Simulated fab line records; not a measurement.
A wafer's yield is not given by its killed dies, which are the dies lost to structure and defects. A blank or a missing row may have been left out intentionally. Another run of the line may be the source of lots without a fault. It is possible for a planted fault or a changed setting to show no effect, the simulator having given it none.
fab line records	flow sky130
record lots=5	wafers=15	lastDay=49
route steps=708 shown LDD_HVP@286 LDD_LDN@289 SPACER@304 POLY_CUT@307 SD_P@320 PAD_OPEN@708
lots with no fault: from the same line, run without faults
startH: start of the lot's first displayed wafer, in hours after the record's first day	waitH: time in hours since the lot's previous step	" unchanged from the row above	L1.1+2: a row that stands for several wafers	- either no value or no given start	* or withheld: withheld	< > ~ a bound
route shown NAME@n: NAME is a module with steps in the file, n the number in the route of the first one	usual: average and standard deviation across the fault-free wafers	same: alike in all rows	chamber/n: place in a boat	sites: the reading at each site	_std_site: standard deviation of those values	_edge_site: inner sites' mean taken away from outer sites' mean	radiusMm: for every site, how far away it sits from the centre of the wafer	mask NAME#n: copy n	behind: the most recent tool/chamber to have shaped the wafer	hold: the reason the lot was held/the length of the hold in hours/how it ended	device: the n, p or np transistor that did not switch	end of line: tests run on the same wafers once the route is complete	a step with no rows: only its recipe	killed: dies lost to structure and defects at the first sort, not the wafer's yield	map: the dies of a wafer, with x for killed, . for not killed, _ for no die there
set.NAME: setting as actually run; set.NAME@STEP: the setting as run at that earlier step	model.NAME: the simulator's own value behind a step, which no gauge read
lots seen at some steps along the route; tables by step, rows by wafer
services: the hour from which a tool's chamber was out of use, counted from the record's first day as startH (under 0 if before that day), plus the number of hours and why
## steps
# step SKY_LDD_HVP_IMPLANT_08
# recipe species=B	energyKev=20	doseCm2=1.7e+13	tiltDeg=17.9
# step SKY_LDD_HVP_STRIP_09
# recipe chemistry=O2/N2	powerW=1400	pressureMtorr=1500	platenTempC=withheld	o2FlowSccm=3000	n2FlowSccm=300	overashFraction=0.5
# step SKY_LDD_LDN_DEHYDRATE_00
# recipe tempC=200	timeS=60
# step SKY_LDD_LDN_HMDS_01
# recipe primeTimeS=60	primeTempC=120
# step SKY_LDD_LDN_COAT_02
# recipe resist=NOVOLAK	spinRpm=3000	resistThkNm=1140
# step SKY_LDD_LDN_SOFTBAKE_03
# recipe tempC=90	timeS=60	resist=NOVOLAK
# step SKY_LDD_LDN_EXPOSE_04
# recipe maskId=LDNTM	na=0.6	sourceShape=conventional	sigmaOuter=0.6	polarization=unpolarized	targetCdNm=700	doseMj=140
# step SKY_LDD_LDN_PEB_05
# recipe tempC=withheld	timeS=*	resist=NOVOLAK
# step SKY_LDD_LDN_DEVELOP_06
# recipe resist=NOVOLAK	developer=TMAH	developTimeS=60	devTempC=23
# step SKY_LDD_LDN_IMPLANT_08
# recipe species=As	energyKev=15	doseCm2=1.25e+13	tiltDeg=withheld	rotationDeg=23
# usual endStationPressureTorr=5.08e-06/2.6e-07	rotationDeg=23.000/0.019
# same implantIonAmu=75
lot.wafer	tool	chamber	startH	waitH	endStationPressureTorr	rotationDeg
L870.2	implanter-02	0	519.56	0.0	5.13e-06	23.021
L870.4	"	0	"	"	4.9e-06	23.035
L870.5	"	0	"	"	5.23e-06	22.980
L881.1	implanter-03	0	633.88	0.0	5.65e-06	22.989
L881.3	"	0	"	"	5.54e-06	22.994
L881.5	"	0	"	"	5.17e-06	23.007
L882.1	implanter-03	0	651.58	0.0	4.85e-06	23.001
L882.2	"	0	"	"	4.96e-06	22.986
L882.6	"	0	"	"	5.07e-06	22.989
L885.2	implanter-03	0	658.27	0.0	5.02e-06	23.009
L885.5	"	0	"	"	5.22e-06	22.994
L885.6	"	0	"	"	5.01e-06	22.998
L887.2	implanter-03	0	673.26	0.0	4.56e-06	22.988
L887.4	"	0	"	"	5.3e-06	22.980
L887.6	"	0	"	"	4.77e-06	23.008
# step SKY_LDD_LDN_IMPLANT_09
# recipe species=As	energyKev=15	doseCm2=1.25e+13	tiltDeg=withheld	rotationDeg=113
# step SKY_LDD_LDN_IMPLANT_10
# recipe species=As	energyKev=15	doseCm2=1.25e+13	tiltDeg=withheld	rotationDeg=203
# step SKY_LDD_LDN_IMPLANT_11
# recipe species=As	energyKev=15	doseCm2=1.25e+13	tiltDeg=withheld	rotationDeg=293
# step SKY_LDD_LDN_STRIP_12
# recipe chemistry=O2/N2	powerW=1400	pressureMtorr=1500	platenTempC=withheld	o2FlowSccm=3000	n2FlowSccm=300	overashFraction=0.5
# step SKY_LDD_LDN_CLEAN_14
# recipe chemistry=SC1/SC2	mix=1:4:20	tempC=70	timeS=150	dry=n2Spin
# step SKY_SPACER_CVD_00
# recipe material=Si3N4	precursor=DCS/NH3	targetThkNm=43.1	tempC=770	timeS=740	pressureMtorr=250
# step SKY_SPACER_ETCHBACK_02
# recipe chemistry=CH3F/O2	target=Si3N4	stopOn=SiO2	sourceW=400	biasW=80	pressureMtorr=25	ch3fFlowSccm=40	O2_flow_sccm=30	timeS=46.7	targetDepthA=450
# step SKY_POLY_CUT_DEHYDRATE_00
# recipe tempC=200	timeS=60
# step SKY_POLY_CUT_HMDS_01
# recipe primeTimeS=60	primeTempC=120
# step SKY_POLY_CUT_COAT_02
# recipe resist=BARC	tempC=withheld	timeS=withheld	spinRpm=3000	resistThkNm=60
# step SKY_POLY_CUT_COAT_03
# recipe resist=KrF-thick	spinRpm=3000	resistThkNm=450
# step SKY_POLY_CUT_SOFTBAKE_04
# recipe tempC=100	timeS=90	resist=KrF-thick
# step SKY_POLY_CUT_EXPOSE_05
# recipe maskId=NPCM	na=0.8	sourceShape=annular	sigmaInner=0.55	sigmaOuter=0.85	targetCdNm=270	doseMj=32
# step SKY_POLY_CUT_PEB_06
# recipe pebTempC=withheld	pebTimeS=withheld	resist=KrF-thick
# step SKY_POLY_CUT_DEVELOP_07
# recipe developTimeS=60	resist=KrF-thick	devTempC=21
# step SKY_POLY_CUT_ETCH_10
# recipe chemistry=N2/H2	target=BARC	ionEnergyEv=200	sourceW=500	biasW=100	pressureMtorr=30	n2FlowSccm=100	h2FlowSccm=200	stopOn=SiO2	timeS=45.9	targetDepthA=600
# step SKY_POLY_CUT_ETCH_11
# recipe target=Si3N4	chemistry=CF4/CH2F2/Ar	stopOn=poly-Si	sourceW=600	biasW=150	pressureMtorr=40	cf4FlowSccm=40	ch2f2FlowSccm=20	Ar_flow_sccm=150	timeS=42.5	targetDepthA=600
# step SKY_POLY_CUT_STRIP_12
# recipe chemistry=O2/N2	powerW=1400	pressureMtorr=1500	platenTempC=withheld	o2FlowSccm=3000	n2FlowSccm=300	overashFraction=0.5
# step SKY_SD_P_DEHYDRATE_00
# recipe tempC=200	timeS=60
# step SKY_SD_P_HMDS_01
# recipe primeTimeS=60	primeTempC=120
# step SKY_SD_P_COAT_02
# recipe resist=NOVOLAK	spinRpm=3000	resistThkNm=1140
# step SKY_SD_P_SOFTBAKE_03
# recipe tempC=90	timeS=60	resist=NOVOLAK
# step SKY_SD_P_EXPOSE_04
# recipe maskId=PSDM	na=0.6	sourceShape=conventional	sigmaOuter=0.6	polarization=unpolarized	targetCdNm=380	doseMj=138
# step SKY_SD_P_PEB_05
# recipe tempC=withheld	timeS=*	resist=NOVOLAK
# step SKY_SD_P_DEVELOP_06
# recipe resist=NOVOLAK	developer=TMAH	developTimeS=60	devTempC=23
# step SKY_PAD_OPEN_PROBE_99
# usual killed_at_M0_to_M3=43/7.8	killed_at_M4_up=3.2/1.7	killedAtContacts=24/5.2	killedAtFrontEnd=15/4.5	killedAtOther=0.4/0.65	killedDies=87/9.1	killedOpen=47/7.3	killedShort=40/6.5
# same grossDies=492	killedAtBackSide=0
lot.wafer	tool	chamber	startH	waitH	killed_at_M0_to_M3	killed_at_M4_up	killedAtContacts	killedAtFrontEnd	killedAtOther	killedDies	killedOpen	killedShort	model.etest.diodeNwellSub.leakLog10ACm2	model.etest.diodeDnwellSub.leakLog10ACm2	model.etest.diodePwellDnwell.leakLog10ACm2	model.etest.diodeNdiffPwellHv.leakLog10ACm2	model.etest.diodePdiffNwellHv.leakLog10ACm2	model.etest.diodeNdiffPwell.leakLog10ACm2	model.etest.diodePdiffNwell.leakLog10ACm2	model.etest.nfet_16v.offLog10AUm
L870.2	prober-01	-	1068.52	0.1	42	1	25	15	1	84	49	35	-7.627	-7.217	-7.649	-6.507	-6.405	-7.217	-7.334	-13.81
L870.4	prober-01	-	1068.62	0.2	45	1	34	8	0	88	54	34	-7.764	-7.531	-7.645	-6.382	-6.651	-7.617	-7.255	-13.76
L870.5	prober-01	-	1068.67	0.2	43	4	21	21	0	89	46	43	-7.398	-7.352	-7.499	-6.654	-6.593	-7.056	-7.364	-13.83
L881.1	prober-02	-	1151.58	0.1	54	3	11	11	0	79	38	41	-7.474	-7.264	-7.257	-6.472	-6.787	-7.457	-7.413	-13.89
L881.3	prober-02	-	1151.68	0.2	29	6	33	16	0	84	46	38	-7.234	-7.584	-7.713	-6.78	-6.475	-7.659	-7.192	-13.85
L881.5	prober-02	-	1151.78	0.2	45	1	21	16	0	83	52	31	-7.381	-7.251	-7.496	-6.682	-6.895	-7.523	-7.023	-13.85
L882.1	prober-01	-	1156.67	0.1	40	1	21	12	0	74	41	33	-5.978	-5.815	-6.411	-5.579	-5.888	-6.424	-6.565	-13.2
L882.2	prober-01	-	1156.72	0.1	53	2	32	7	0	94	45	49	-6.041	-6.133	-6.216	-5.85	-6.217	-6.616	-6.498	-13.49
L882.6	prober-01	-	1156.92	0.2	39	1	23	18	1	82	52	27	-6.105	-6.044	-6.612	-5.685	-5.926	-6.663	-6.792	-13.18
L885.2	prober-02	-	1163.58	0.1	45	4	25	18	0	92	51	41	-5.948	-5.834	-6.371	-5.988	-6.203	-6.411	-6.537	-13.25
L885.5	prober-02	-	1163.73	0.2	39	2	21	15	0	77	41	36	-6.04	-5.928	-6.325	-5.707	-6.061	-6.585	-6.388	-13.24
L885.6	prober-02	-	1163.78	0.2	60	3	16	15	0	94	42	52	-5.947	-6.189	-6.307	-6.01	-5.663	-6.378	-6.28	-13.28
L887.2	prober-01	-	1174.43	0.1	33	5	28	19	0	85	48	37	-6.154	-5.95	-6.412	-5.938	-5.87	-6.437	-6.508	-13.14
L887.4	prober-01	-	1174.53	0.2	38	3	22	8	0	71	31	40	-5.941	-5.923	-6.578	-5.904	-6.032	-6.378	-6.56	-13.12
L887.6	prober-01	-	1174.63	0.2	31	4	24	21	0	80	43	36	-6.152	-5.876	-6.529	-6.064	-5.764	-6.645	-6.309	-13.41
# killed by level:class
L870.2 VIA1:geometricParticle:open=12 LI_CONTACT:geometricParticle:open=11 CONTACT:geometricParticle:open=8 VIA1:geometricParticle:short=6 VIA3:geometricParticle:open=5 VIA2:geometricParticle:open=5 METAL2:geometricParticle:short=5 FIELD_ISO:geometricParticle:open=4
L870.4 CONTACT:geometricParticle:open=13 VIA1:geometricParticle:open=12 CONTACT:geometricParticle:short=9 LI_CONTACT:geometricParticle:open=8 METAL2:geometricParticle:short=6 VIA2:geometricParticle:open=6 VIA2:geometricParticle:short=5 VIA3:geometricParticle:open=4
L870.5 VIA1:geometricParticle:open=15 CONTACT:geometricParticle:open=7 METAL2:geometricParticle:short=7 POLY_GATE:geometricParticle:open=5 LOCAL_INTERCONNECT:geometricParticle:short=5 VIA3:geometricParticle:open=5 CONTACT:geometricParticle:short=5 VIA2:geometricParticle:open=5
L881.1 VIA1:geometricParticle:open=12 VIA1:geometricParticle:short=10 VIA3:geometricParticle:open=9 VIA2:geometricParticle:open=7 LOCAL_INTERCONNECT:geometricParticle:short=6 METAL2:geometricParticle:short=4 METAL3:geometricParticle:short=4 FIELD_ISO:geometricParticle:short=3
L881.3 LI_CONTACT:geometricParticle:open=11 VIA1:geometricParticle:open=7 LOCAL_INTERCONNECT:geometricParticle:short=6 CONTACT:geometricParticle:open=6 VIA2:geometricParticle:open=6 METAL4:geometricParticle:short=5 FIELD_ISO:geometricParticle:open=4 FIELD_ISO:geometricParticle:short=4
L881.5 VIA3:geometricParticle:open=12 VIA2:geometricParticle:open=11 CONTACT:geometricParticle:open=8 POLY_GATE:geometricParticle:open=7 CONTACT:geometricParticle:short=5 METAL2:geometricParticle:short=5 METAL1:geometricParticle:short=4 FIELD_ISO:geometricParticle:short=3
L882.1 METAL2:geometricParticle:short=8 VIA1:geometricParticle:open=8 CONTACT:geometricParticle:open=7 FIELD_ISO:geometricParticle:open=5 LOCAL_INTERCONNECT:geometricParticle:open=5 VIA3:geometricParticle:open=5 FIELD_ISO:geometricParticle:short=4 LOCAL_INTERCONNECT:geometricParticle:short=3
L882.2 VIA1:geometricParticle:open=10 LOCAL_INTERCONNECT:geometricParticle:short=10 VIA3:geometricParticle:open=10 CONTACT:geometricParticle:short=8 CONTACT:geometricParticle:open=7 VIA1:geometricParticle:short=7 METAL1:geometricParticle:short=5 VIA2:geometricParticle:open=5
L882.6 VIA3:geometricParticle:open=10 VIA1:geometricParticle:open=9 CONTACT:geometricParticle:open=9 LI_CONTACT:geometricParticle:open=6 VIA2:geometricParticle:open=5 FIELD_ISO:geometricParticle:open=4 FIELD_ISO:geometricParticle:short=4 VIA2:geometricParticle:short=4
L885.2 VIA1:geometricParticle:open=13 CONTACT:geometricParticle:open=11 VIA1:geometricParticle:short=7 FIELD_ISO:geometricParticle:short=6 FIELD_ISO:geometricParticle:open=6 VIA2:geometricParticle:open=6 VIA3:geometricParticle:open=6 LI_CONTACT:geometricParticle:open=5
L885.5 LI_CONTACT:geometricParticle:open=8 VIA1:geometricParticle:open=7 FIELD_ISO:geometricParticle:open=5 CONTACT:geometricParticle:open=5 METAL2:geometricParticle:short=5 POLY_GATE:geometricParticle:short=4 LI_CONTACT:geometricParticle:short=4 VIA2:geometricParticle:open=4
L885.6 VIA1:geometricParticle:open=13 CONTACT:geometricParticle:open=10 VIA1:geometricParticle:short=9 METAL2:geometricParticle:short=9 VIA3:geometricParticle:open=6 VIA2:geometricParticle:open=6 FIELD_ISO:geometricParticle:short=5 POLY_GATE:geometricParticle:short=5
L887.2 VIA1:geometricParticle:open=10 LOCAL_INTERCONNECT:geometricParticle:short=9 LI_CONTACT:geometricParticle:open=8 CONTACT:geometricParticle:open=8 POLY_GATE:geometricParticle:open=7 POLY_GATE:geometricParticle:short=4 VIA2:geometricParticle:open=4 VIA3:geometricParticle:short=4
L887.4 CONTACT:geometricParticle:open=8 VIA2:geometricParticle:short=6 METAL2:geometricParticle:short=6 VIA1:geometricParticle:short=5 VIA1:geometricParticle:open=5 LI_CONTACT:geometricParticle:open=4 LI_CONTACT:geometricParticle:short=4 VIA3:geometricParticle:open=4
L887.6 LI_CONTACT:geometricParticle:open=8 CONTACT:geometricParticle:open=8 VIA2:geometricParticle:open=6 POLY_GATE:geometricParticle:open=5 METAL1:geometricParticle:short=5 POLY_GATE:geometricParticle:short=4 VIA1:geometricParticle:open=4 METAL4:geometricParticle:short=4
## services
tool	chamber	startH	hours	kind
implanter-02	-	559.66	10.4	repair
implanter-02	-	613.72	2.6	pm
implanter-02	-	637.58	3.9	pm
## key
firstSign none at tools or gauges
modelEffect step=SKY_PAD_OPEN_PROBE_99	value=etest.diodeNwellSub.leakLog10ACm2	without=-7.364	struck=-6.034
metAt SKY_LDD_LDN_IMPLANT_08
struckWafers L882.1,L882.2,L882.6,L885.2,L885.5,L885.6,L887.2,L887.4,L887.6
testerLeftOut L882,L885,L887
onsetBetween 633.88 651.58
alsoFits time
fault kind=metallicContaminationSource	tool=implanter-03	chamber=-	onsetH=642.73	steps=SKY_LDD_LDN_IMPLANT_08	rateCm2PerVisit=1.0918e+13	species=metalFeCm2
# testerLeftOut: of these lots the tester's yield and bins aren't shown, on N5 and GAA mostly nor the transistor test; their killed dies are dies lost to structure and defects alone, not to doping, threshold or leakage, so they don't give the yield
